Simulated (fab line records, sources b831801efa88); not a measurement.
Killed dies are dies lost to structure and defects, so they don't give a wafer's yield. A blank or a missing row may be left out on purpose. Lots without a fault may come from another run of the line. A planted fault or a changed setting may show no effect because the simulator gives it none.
Which tool did it? | flow gf180mcu | 13 lots, 39 wafers sampled, at 4 steps of a route of 602

WHAT THE GAUGES READ, wafer by wafer
GF_STI_THK_MEAS_30.
lot  | measured    | on            | STI_OXIDATION_02_THK (nm)
L229 | day 2 05:51 | film_metro-02 | 10.01 10.04 10.13
L232 | day 2 21:12 | film_metro-01 | 10.15 10.36 10.20
L233 | day 3 02:22 | film_metro-03 | 9.61 9.67 9.59
L235 | day 3 12:50 | film_metro-01 | 10.16 10.37 10.24
L236 | day 3 18:50 | film_metro-03 | 10.05 9.89 9.86
L237 | day 4 01:39 | film_metro-03 | 10.34 10.39 10.36
L238 | day 4 05:56 | film_metro-03 | 9.96 9.89 9.77
L239 | day 4 10:04 | film_metro-02 | 10.20 10.40 10.28
L240 | day 4 15:35 | film_metro-01 | 10.13 10.07 10.09
L241 | day 4 20:24 | film_metro-02 | 10.10 10.17 10.08
L242 | day 5 00:53 | film_metro-01 | 10.21 10.36 10.13
L247 | day 6 02:55 | film_metro-03 | 10.35 10.27 10.40
L251 | day 6 23:11 | film_metro-01 | 10.24 10.17 10.21

GF_CONTACT_CD_MEAS_14: target cd 220 nm.
lot  | measured     | on        | cd_nm (nm)
L229 | day 15 19:28 | cd_sem-01 | 218.7 219.0 219.0
L232 | day 16 17:22 | cd_sem-02 | 218.8 219.8 217.5
L233 | day 17 04:11 | cd_sem-02 | 220.4 221.1 218.9
L235 | day 17 17:46 | cd_sem-02 | 220.2 220.4 221.1
L236 | day 18 08:27 | cd_sem-02 | 220.3 219.9 220.6
L237 | day 18 19:22 | cd_sem-02 | 218.2 217.7 219.2
L238 | day 19 09:50 | cd_sem-02 | 220.5 219.0 220.9
L239 | day 19 10:17 | cd_sem-01 | 217.1 219.6 218.2
L240 | day 19 17:28 | cd_sem-01 | 219.6 220.4 219.8
L241 | day 20 01:43 | cd_sem-02 | 222.2 221.8 222.1
L242 | day 20 20:22 | cd_sem-01 | 218.2 218.9 219.8
L247 | day 22 16:46 | cd_sem-01 | 222.7 220.3 222.4
L251 | day 23 11:46 | cd_sem-01 | 219.3 220.3 219.4

WHICH TOOL RAN EACH LOT (tool, then ch and the chambers of the sampled wafers, then the start)
lot  | GF_LVPWELL_STRIP_10                 | GF_SAB_STRIP_13
L229 | plasma_asher-04 ch 0,1, day 3 20:34 | plasma_asher-01 ch 0,1, day 14 20:32
L232 | plasma_asher-03 ch 0,1, day 4 12:11 | plasma_asher-02 ch 0,1, day 15 17:04
L233 | plasma_asher-01 ch 0,1, day 4 19:22 | plasma_asher-02 ch 0,1, day 16 04:44
L235 | plasma_asher-01 ch 0,1, day 5 08:38 | plasma_asher-02 ch 0,1, day 16 17:18
L236 | plasma_asher-03 ch 0,1, day 5 13:18 | plasma_asher-01 ch 0,1, day 17 07:37
L237 | plasma_asher-01 ch 0,1, day 5 21:24 | plasma_asher-02 ch 0,1, day 17 17:41
L238 | plasma_asher-01 ch 0,1, day 6 01:32 | plasma_asher-03 ch 0,1, day 18 08:01
L239 | plasma_asher-01 ch 0,1, day 6 06:19 | plasma_asher-02 ch 1, day 18 08:16
L240 | plasma_asher-01 ch 0,1, day 6 10:17 | plasma_asher-02 ch 0,1, day 18 15:23
L241 | plasma_asher-03 ch 0,1, day 6 17:02 | plasma_asher-01 ch 0,1, day 18 23:08
L242 | plasma_asher-01 ch 0,1, day 6 22:30 | plasma_asher-01 ch 0,1, day 19 18:49
L247 | plasma_asher-03 ch 0,1, day 8 01:31 | plasma_asher-01 ch 0,1, day 21 16:10
L251 | plasma_asher-03 ch 0,1, day 8 15:58 | plasma_asher-01 ch 0,1, day 22 11:47
- GF_LVPWELL_STRIP_10: strips in O2/N2.
- GF_SAB_STRIP_13: strips in O2/N2.

WHAT THE TOOLS THEMSELVES READ (means of the sampled wafers that have a number; where no wafer has one, the mark that the record gives instead)
GF_LVPWELL_STRIP_10.
lot  | tool            | chamber_pressure_mTorr (mTorr) | drypump_motor_current_A (A) | heater_power_w (W) | oes_product_au (a.u.) | strip_time_to_endpoint_s (s)
L229 | plasma_asher-04 | 1500.9                         | 5.73                        | 332                | 0.730                 | 36.94
L232 | plasma_asher-03 | 1499.6                         | 5.82                        | 329                | 0.724                 | 36.87
L233 | plasma_asher-01 | 1500.0                         | 5.82                        | 370                | 0.724                 | 36.95
L235 | plasma_asher-01 | 1500.1                         | 5.72                        | 386                | 0.724                 | 37.00
L236 | plasma_asher-03 | 1501.4                         | 5.85                        | 341                | 0.723                 | 36.88
L237 | plasma_asher-01 | 1500.1                         | 5.70                        | 385                | 0.725                 | 36.82
L238 | plasma_asher-01 | 1500.8                         | 5.82                        | 370                | 0.721                 | 36.82
L239 | plasma_asher-01 | 1500.2                         | 5.80                        | 367                | 0.725                 | 37.07
L240 | plasma_asher-01 | 1201.1                         | 5.80                        | 367                | 0.688                 | 40.00
L241 | plasma_asher-03 | 1499.8                         | 5.78                        | 329                | 0.724                 | 36.86
L242 | plasma_asher-01 | 1200.2                         | 5.73                        | 379                | 0.688                 | 39.64
L247 | plasma_asher-03 | 1501.0                         | 5.82                        | 330                | 0.726                 | 36.89
L251 | plasma_asher-03 | 1500.4                         | 5.80                        | 334                | 0.720                 | 36.95

GF_SAB_STRIP_13.
lot  | tool            | chamber_pressure_mTorr (mTorr) | drypump_motor_current_A (A) | heater_power_w (W) | oes_product_au (a.u.) | strip_time_to_endpoint_s (s)
L229 | plasma_asher-01 | 1500.1                         | 5.8                         | 370                | 0.707                 | 12.62
L232 | plasma_asher-02 | 1500.3                         | 5.8                         | 312                | 0.710                 | 12.60
L233 | plasma_asher-02 | 1499.6                         | 5.5                         | 295                | 0.711                 | 12.55
L235 | plasma_asher-02 | 1500.4                         | 5.8                         | 310                | 0.711                 | 12.64
L236 | plasma_asher-01 | 1499.9                         | 5.8                         | 368                | 0.711                 | 12.61
L237 | plasma_asher-02 | 1498.9                         | 5.8                         | 309                | 0.710                 | 12.61
L238 | plasma_asher-03 | 1501.7                         | 5.8                         | 332                | 0.713                 | 12.61
L239 | plasma_asher-02 | 1500.9                         | 5.2                         | 285                | 0.709                 | 12.65
L240 | plasma_asher-02 | 1500.5                         | 5.5                         | 295                | 0.712                 | 12.63
L241 | plasma_asher-01 | 1499.7                         | 5.8                         | 346                | 0.712                 | 12.61
L242 | plasma_asher-01 | 1499.4                         | 5.7                         | 357                | 0.708                 | 12.62
L247 | plasma_asher-01 | 1499.0                         | 5.8                         | 345                | 0.711                 | 12.60
L251 | plasma_asher-01 | 1501.0                         | 5.8                         | 347                | 0.709                 | 12.66

THE ANSWER, worked out from the rows above alone
Rule: what is usual is taken from the lots themselves. Put in order of their means at a reading, lots are off if they are a third of the lots or fewer, leave a main group of 4 or more, and stand apart from it by a gap of 3 or more times the standard deviation of the main group's means; of several such gaps the widest counts. A main group whose means are all the same, to the digits that the tables above print for the reading, isn't used. A lot without any number at a reading at which 4 lots or more have one is off too. The other lots that the step has rows for count as sound. The gauges are gone through in route order, then the tools' own readings, and for those a lot's mean is taken as printed above. The first step at which some lot is off is used, and at that step the reading that is off furthest; a lot without a number counts as furthest.
Off: L240, L242, at GF_LVPWELL_STRIP_10 (chamber_pressure_mTorr). The main group: mean 1500.4 mTorr, standard deviation 0.54.
A tool fits if, at that step or a process step before it, it ran every lot that is off, and no sound lot after the first of them. One fits: plasma_asher-01 at GF_LVPWELL_STRIP_10. Its last sound lot is L239 (day 6 06:19), its first lot that is off L240 (day 6 10:17): a fault that began between those two fits.
The tool's own readings at GF_LVPWELL_STRIP_10 bear it out: on the lots that are off they differ by more than 5 times the standard deviation of the sound lots' means. chamber_pressure_mTorr reads 1200.7 mTorr there against 1500.4 mTorr on the sound lots; oes_product_au reads 0.688 a.u. there against 0.724 a.u. on the sound lots; strip_time_to_endpoint_s reads 39.82 s there against 36.91 s on the sound lots.

WHAT THE SIMULATOR HAD PUT IN
Process parameter drift: plasma_asher-01, from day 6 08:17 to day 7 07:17, at GF_LVPWELL_STRIP_10. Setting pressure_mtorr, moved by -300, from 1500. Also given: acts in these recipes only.
Lots struck among those shown: L240, L242. The rule above found the same.
